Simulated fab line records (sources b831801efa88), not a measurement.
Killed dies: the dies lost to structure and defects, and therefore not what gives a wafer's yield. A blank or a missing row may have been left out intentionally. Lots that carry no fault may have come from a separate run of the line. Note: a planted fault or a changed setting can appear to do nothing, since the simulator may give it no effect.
fab line records	flow sky130
record: lots: 7	wafers: 21	lastDay: 50
route steps=708 shown VIA4@649 METAL5@661
lots with no fault: from the same line, run without faults
startH: start of the lot's first displayed wafer, in hours after the record's first day	waitH: how many hours have passed since the lot's step before this one	" unchanged from the row above	L1.1+2: a row that stands for several wafers	- no value, or no start was given	* or withheld: withheld	< > ~ a bound
route shown NAME@n: a module of which the file shows steps, and the number in the route of the first	usual: average and standard deviation across the fault-free wafers	same: alike in all rows	chamber/n: place in a boat	sites: readings site by site	_std_site: the values' standard deviation	_edge_site: inner sites' mean taken away from outer sites' mean	radiusMm: how far each site lies from the wafer's centre	mask NAME#n: copy n	behind: tool/chamber where the wafer was last shaped	hold: what put the lot on hold/how long, in hours/how the hold closed	device: the transistor (n, p or np) that didn't switch	end of line: at the end of the route, the tests of the same wafers	step lacking rows: just its recipe	killed: not the wafer's yield, but the dies lost to structure and defects at the first sort	map: a wafer's dies, marking killed ones x, the rest . and places with no die _
set.NAME: the setting that was run; set.NAME@STEP: the one run at that earlier step	model.NAME: the simulator's own value behind a step, which no gauge read
lots seen at some steps along the route; tables by step, rows by wafer
services: when a tool's chamber went out of use (startH, in hours from the record's first day, below 0 if earlier), for how many hours, and the reason
== steps ==
step: SKY_VIA4_DEVELOP_10
recipe: resist: NOVOLAK	developer: TMAH	developTimeS: 60	devTempC: 23.76
step: SKY_VIA4_OVL_MEAS_11
usual: VIA4_OVL: -0.6/1.3
lot.wafer	tool	chamber	startH	waitH	VIA4_OVL[nm]
L549.2	overlay-02	-	1013.83	0.1	-2.2
L549.4	"	-	"	"	-3.1
L549.6	"	-	"	"	-1.0
L553.1	overlay-02	-	1053.01	0.1	1.4
L553.2	"	-	"	"	1.3
L553.3	"	-	"	"	0.8
L555.2	overlay-01	-	1063.43	0.1	-2.2
L555.3	"	-	"	"	-0.2
L555.5	"	-	"	"	-0.9
L556.2	overlay-02	-	1066.36	0.1	0.4
L556.4	"	-	"	"	-0.9
L556.5	"	-	"	"	1.6
L557.3	overlay-01	-	1072.97	0.1	0.7
L557.4	"	-	"	"	-0.6
L557.5	"	-	"	"	0.2
L563.3	overlay-02	-	1113.23	0.1	0.0
L563.4	"	-	"	"	-1.0
L563.5	"	-	"	"	-1.9
L568.1	overlay-01	-	1146.23	0.1	-0.7
L568.2	"	-	"	"	-1.2
L568.6	"	-	"	"	0.6
step: SKY_VIA4_ETCH_12
recipe: target: SiO2	chemistry: C4F8/O2/Ar	stopOn: TiN	maskMaterial: NOVOLAK	sourceW: 1500	biasW: 1200	pressureMtorr: 40	c4f8FlowSccm: withheld	O2_flow_sccm: 6	Ar_flow_sccm: 300	timeS: withheld	targetDepthA: 5800
usual: oesProductAu: 0.926/0.0045
lot.wafer	tool	chamber	startH	waitH	oesProductAu
L549.2	rieDiel-04	0	1013.86	0.0	0.926
L549.4	"	1	"	"	0.920
L549.6	"	2	"	"	0.919
L553.1	rieDiel-01	1	1053.04	0.0	0.929
L553.2	"	0	"	"	0.921
L553.3	"	3	"	"	0.935
L555.2	rieDiel-04	1	1063.46	0.0	0.928
L555.3	"	3	"	"	0.927
L555.5	"	1	"	"	0.925
L556.2	rieDiel-04	0	1066.39	0.0	0.936
L556.4	"	3	"	"	0.932
L556.5	"	3	"	"	0.931
L557.3	rieDiel-04	0	1072.99	0.0	0.931
L557.4	"	2	"	"	0.925
L557.5	"	0	"	"	0.926
L563.3	rieDiel-02	1	1113.25	0.0	0.925
L563.4	"	0	"	"	0.925
L563.5	"	0	"	"	0.923
L568.1	rieDiel-01	3	1146.26	0.0	0.927
L568.2	"	0	"	"	0.925
L568.6	"	3	"	"	0.924
step: SKY_VIA4_STRIP_13
recipe: chemistry: O2/N2	powerW: 1400	pressureMtorr: 1500	platenTempC: withheld	o2FlowSccm: 3000	n2FlowSccm: 300	overashFraction: 0.5
usual: drypumpMotorCurrentA: 5.77/0.19	oesProductAu: 0.710/0.0042	stripTimeToEndpointS: 12.80/0.03
same: overashFraction: 0.5
lot.wafer	tool	chamber	startH	waitH	drypumpMotorCurrentA	oesProductAu	rfHoursCounterH	stripTimeToEndpointS
L549.2	plasmaAsher-04	0	1013.94	-	5.63	0.702	29	12.81
L549.4	"	1	"	"	5.74	0.718	-	12.79
L549.6	"	1	"	"	5.75	0.718	-	12.77
L553.1	plasmaAsher-04	0	1053.12	-	5.64	0.705	32	12.80
L553.2	"	1	"	"	5.71	0.717	32	12.79
L553.3	"	0	"	"	5.65	0.706	-	12.76
L555.2	plasmaAsher-04	1	1063.54	-	5.69	0.706	34	12.77
L555.3	"	1	"	"	5.70	0.716	-	12.80
L555.5	"	0	"	"	5.64	0.708	-	12.78
L556.2	plasmaAsher-04	0	1066.47	-	5.61	0.712	34	12.81
L556.4	"	1	"	"	5.69	0.705	-	12.84
L556.5	"	1	"	"	5.67	0.714	-	12.84
L557.3	plasmaAsher-01	0	1073.10	-	6.00	0.710	-	12.78
L557.4	"	1	"	"	5.74	0.716	-	12.77
L557.5	"	0	"	"	5.99	0.704	-	12.84
L563.3	plasmaAsher-04	1	1113.36	-	5.67	0.714	-	12.79
L563.4	"	0	"	"	5.61	0.713	-	12.76
L563.5	"	1	"	"	5.68	0.709	-	12.84
L568.1	plasmaAsher-01	0	1146.37	-	5.99	0.708	7	12.77
L568.2	"	1	"	"	5.72	0.712	7	12.81
L568.6	"	0	"	"	5.99	0.706	-	12.80
step: SKY_VIA4_STRIP_14
recipe: chemistry: postEtchResidueRemover	timeS: 1200	tempC: 72.5
step: SKY_VIA4_CLEAN_15
recipe: chemistry: IPA	timeS: 180	tempC: 25
step: SKY_VIA4_CLEAN_16
recipe: chemistry: O3/DIW	dry: n2Spin
step: SKY_VIA4_SPUTTER_17
recipe: material: TiN	targetThkNm: 20	chamberPressurePa: 5	powerW: 4000	timeS: 80
usual: cathodeDcPowerW: 4000.1/0.63	throttleValvePct: 30.2/1.2
lot.wafer	tool	chamber	startH	waitH	cathodeDcPowerW	throttleValvePct
L549.2	pvdSputter-03	-	1014.53	0.0	4000.1	30.7
L549.4	"	-	"	"	3999.3	31.8
L549.6	"	-	"	"	3999.6	29.2
L553.1	pvdSputter-04	-	1053.71	0.0	4001.0	29.2
L553.2	"	-	"	"	3999.7	30.4
L553.3	"	-	"	"	4000.2	31.2
L555.2	pvdSputter-02	-	1064.17	0.0	3999.5	29.7
L555.3	"	-	"	"	4000.8	32.4
L555.5	"	-	"	"	3999.2	29.7
L556.2	pvdSputter-02	-	1067.06	0.0	3999.8	28.3
L556.4	"	-	"	"	3999.9	29.3
L556.5	"	-	"	"	4001.0	32.5
L557.3	pvdSputter-04	-	1073.69	0.0	4000.3	31.0
L557.4	"	-	"	"	4000.6	30.5
L557.5	"	-	"	"	3999.8	31.1
L563.3	pvdSputter-03	-	1113.92	0.0	4000.7	29.3
L563.4	"	-	"	"	3999.3	31.4
L563.5	"	-	"	"	4000.0	31.5
L568.1	pvdSputter-02	-	1147.01	0.0	3999.8	28.3
L568.2	"	-	"	"	4001.6	30.1
L568.6	"	-	"	"	4000.0	30.1
step: SKY_VIA4_CVD_18
recipe: material: W	targetThkNm: 505	timeS: 152.14	tempC: 400	pressureTorr: 40
usual: heaterPowerW: 870/100
lot.wafer	tool	chamber	startH	waitH	heaterPowerW
L549.2	cvdW-02	0	1014.59	0.0	708
L549.4	"	0	"	"	699
L549.6	"	0	"	"	686
L553.1	cvdW-02	1	1053.77	0.0	888
L553.2	"	0	"	"	709
L553.3	"	0	"	"	694
L555.2	cvdW-02	0	1064.23	0.0	688
L555.3	"	1	"	"	901
L555.5	"	1	"	"	901
L556.2	cvdW-01	1	1067.12	0.0	990
L556.4	"	0	"	"	823
L556.5	"	0	"	"	827
L557.3	cvdW-01	1	1073.80	0.1	980
L557.4	"	0	"	"	837
L557.5	"	0	"	"	823
L563.3	cvdW-02	0	1114.03	0.1	715
L563.4	"	1	"	"	902
L563.5	"	1	"	"	895
L568.1	cvdW-01	0	1147.07	0.0	839
L568.2	"	1	"	"	984
L568.6	"	1	"	"	983
step: SKY_VIA4_RS_MEAS_19
recipe: thkMeasGauge: four-point-probe	reads: W_of_VIA4_CVD_18+TiN_of_VIA4_SPUTTER_17
usual: VIA4_W_RS: 0.2247/0.0019
lot.wafer	tool	chamber	startH	waitH	VIA4_W_RS[ohm/sq]
L549.2	filmMetro-04	-	1014.76	0.1	0.2247
L549.4	"	-	"	"	0.2268
L549.6	"	-	"	"	0.2268
L553.1	filmMetro-04	-	1053.92	0.1	0.2225
L553.2	"	-	"	"	0.2256
L553.3	"	-	"	"	0.2238
L555.2	filmMetro-04	-	1064.40	0.1	0.2254
L555.3	"	-	"	"	0.2282
L555.5	"	-	"	"	0.2266
L556.2	filmMetro-03	-	1067.29	0.1	0.2234
L556.4	"	-	"	"	0.2236
L556.5	"	-	"	"	0.2246
L557.3	filmMetro-01	-	1073.94	0.1	0.2260
L557.4	"	-	"	"	0.2223
L557.5	"	-	"	"	0.2253
L563.3	filmMetro-04	-	1114.17	0.1	0.2275
L563.4	"	-	"	"	0.2253
L563.5	"	-	"	"	0.2272
L568.1	filmMetro-04	-	1147.22	0.1	0.2196
L568.2	"	-	"	"	0.2257
L568.6	"	-	"	"	0.2235
step: SKY_VIA4_THK_MEAS_20
recipe: thkMeasGauge: xrf	reads: W_of_VIA4_CVD_18
usual: VIA4_W_THK: 509/6.2
lot.wafer	tool	chamber	startH	waitH	VIA4_W_THK[nm]
L549.2	filmMetro-04	-	1014.87	0.1	511
L549.4	"	-	"	"	504
L549.6	"	-	"	"	505
L553.1	filmMetro-04	-	1054.04	0.1	508
L553.2	"	-	"	"	504
L553.3	"	-	"	"	503
L555.2	filmMetro-04	-	1064.51	0.1	500
L555.3	"	-	"	"	497
L555.5	"	-	"	"	499
L556.2	filmMetro-03	-	1067.40	0.1	510
L556.4	"	-	"	"	512
L556.5	"	-	"	"	511
L557.3	filmMetro-01	-	1074.04	0.1	514
L557.4	"	-	"	"	521
L557.5	"	-	"	"	514
L563.3	filmMetro-04	-	1114.27	0.1	501
L563.4	"	-	"	"	509
L563.5	"	-	"	"	505
L568.1	filmMetro-04	-	1147.34	0.1	521
L568.2	"	-	"	"	513
L568.6	"	-	"	"	514
step: SKY_VIA4_CMP_21
recipe: stopOn: SiO2	tOverpolishS: 25	downForcePsi: 3.5	platenRpm: 60	targetThkNm: 0	padVelocityMS: 0.94248
step: SKY_METAL5_SPUTTER_00
recipe: material: Ti	targetThkNm: 15	powerW: 3000	timeS: 10	chamberPressurePa: 0.4
usual: cathodeDcPowerW: 3000.0/0.52	throttleValvePct: 30.3/1.2
lot.wafer	tool	chamber	startH	waitH	cathodeDcPowerW	throttleValvePct	model.Ti_of_METAL5_SPUTTER_00.thkNm
L549.2	pvdSputter-04	-	1015.22	0.2	3000.7	31.1	14.86
L549.4	"	-	"	"	3000.5	30.7	15.17
L549.6	"	-	"	"	2999.4	30.5	15.07
L553.1	pvdSputter-04	-	1054.40	0.1	3000.2	30.7	25.85
L553.2	"	-	"	"	2999.9	29.1	25.68
L553.3	"	-	"	"	3000.8	29.2	26.03
L555.2	pvdSputter-04	-	1064.86	0.2	2999.7	30.9	25.58
L555.3	"	-	"	"	2999.9	31.2	25.11
L555.5	"	-	"	"	3000.4	29.0	25.52
L556.2	pvdSputter-04	-	1067.75	0.1	2999.3	29.2	25.7
L556.4	"	-	"	"	3000.8	30.6	25.65
L556.5	"	-	"	"	2999.8	30.4	25.7
L557.3	pvdSputter-02	-	1074.38	0.2	3000.5	32.2	15.14
L557.4	"	-	"	"	3000.1	29.7	15.08
L557.5	"	-	"	"	3000.1	29.6	15.11
L563.3	pvdSputter-01	-	1114.73	0.2	3000.1	29.8	14.86
L563.4	"	-	"	"	2999.3	32.8	15.01
L563.5	"	-	"	"	2999.4	32.4	15.09
L568.1	pvdSputter-01	-	1147.70	0.1	2999.9	32.7	15.14
L568.2	"	-	"	"	2999.2	29.5	14.82
L568.6	"	-	"	"	3000.1	32.8	15.01
step: SKY_METAL5_SPUTTER_01
recipe: material: TiN	targetThkNm: 20	powerW: 6500	timeS: 16.7	chamberPressurePa: 0.4
usual: cathodeDcPowerW: 6500.1/1.2	throttleValvePct: 30.3/1.2
lot.wafer	tool	chamber	startH	waitH	cathodeDcPowerW	throttleValvePct
L549.2	pvdSputter-04	-	1015.24	0.0	6500.3	31.0
L549.4	"	-	"	"	6502.4	30.5
L549.6	"	-	"	"	6501.6	30.7
L553.1	pvdSputter-04	-	1054.42	0.0	6500.3	30.5
L553.2	"	-	"	"	6500.8	29.3
L553.3	"	-	"	"	6498.1	29.1
L555.2	pvdSputter-04	-	1064.88	0.0	6501.2	31.0
L555.3	"	-	"	"	6500.0	31.1
L555.5	"	-	"	"	6500.5	29.2
L556.2	pvdSputter-04	-	1067.77	0.0	6497.1	29.2
L556.4	"	-	"	"	6499.5	30.8
L556.5	"	-	"	"	6501.8	30.7
L557.3	pvdSputter-02	-	1074.40	0.0	6500.5	32.2
L557.4	"	-	"	"	6499.6	29.6
L557.5	"	-	"	"	6498.2	29.1
L563.3	pvdSputter-01	-	1114.75	0.0	6501.4	29.8
L563.4	"	-	"	"	6500.1	32.8
L563.5	"	-	"	"	6501.7	32.2
L568.1	pvdSputter-01	-	1147.72	0.0	6499.0	32.5
L568.2	"	-	"	"	6500.4	29.3
L568.6	"	-	"	"	6501.3	32.8
== services ==
tool	chamber	startH	hours	kind
rieDiel-01	2	992.17	2.5	repair
pvdSputter-01	-	1005.31	12.8	repair
rieDiel-01	-	1014.83	4.3	pm
cvdW-02	1	1027.36	10.2	repair
rieDiel-02	-	1035.33	1.6	repair
rieDiel-04	0	1038.97	2.7	repair
cvdW-01	-	1048.42	1.5	repair
plasmaAsher-01	-	1055.25	9.0	pm
pvdSputter-02	-	1071.34	1.6	repair
rieDiel-02	-	1072.22	6.1	repair
rieDiel-01	2	1074.59	98.9	repair
pvdSputter-04	-	1083.81	2.2	repair
rieDiel-04	-	1093.69	0.4	repair
cvdW-02	0	1097.62	9.0	repair
plasmaAsher-04	-	1101.57	0.6	repair
pvdSputter-04	2	1106.77	-	consumableReplace:kit
pvdSputter-04	2	1106.77	18.0	scheduledDown
pvdSputter-03	-	1109.78	2.4	repair
cvdW-02	-	1115.38	2.8	pm
rieDiel-01	-	1118.92	2.8	pm
plasmaAsher-01	-	1120.22	2.8	pm
pvdSputter-03	-	1124.72	3.8	repair
cvdW-02	1	1128.38	20.2	repair
rieDiel-01	1	1136.12	17.9	repair
== key ==
firstSign none at tools or gauges
modelEffect: step: SKY_METAL5_SPUTTER_00	value: Ti_of_METAL5_SPUTTER_00.thkNm	without: 15.14	struck: 25.65
metAt SKY_METAL5_SPUTTER_00
struckWafers L553.1,L553.2,L553.3,L555.2,L555.3,L555.5,L556.2,L556.4,L556.5
onsetBetween 1015.22 1054.40
fault: kind: processParameterDrift	tool: pvdSputter-04	chamber: -	onsetH: 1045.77	steps: SKY_METAL5_SPUTTER_00	channel: targetThkNm	offset: 10.511	shape: step	endH: 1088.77	actsIn: theseRecipesOnly	stated: 15
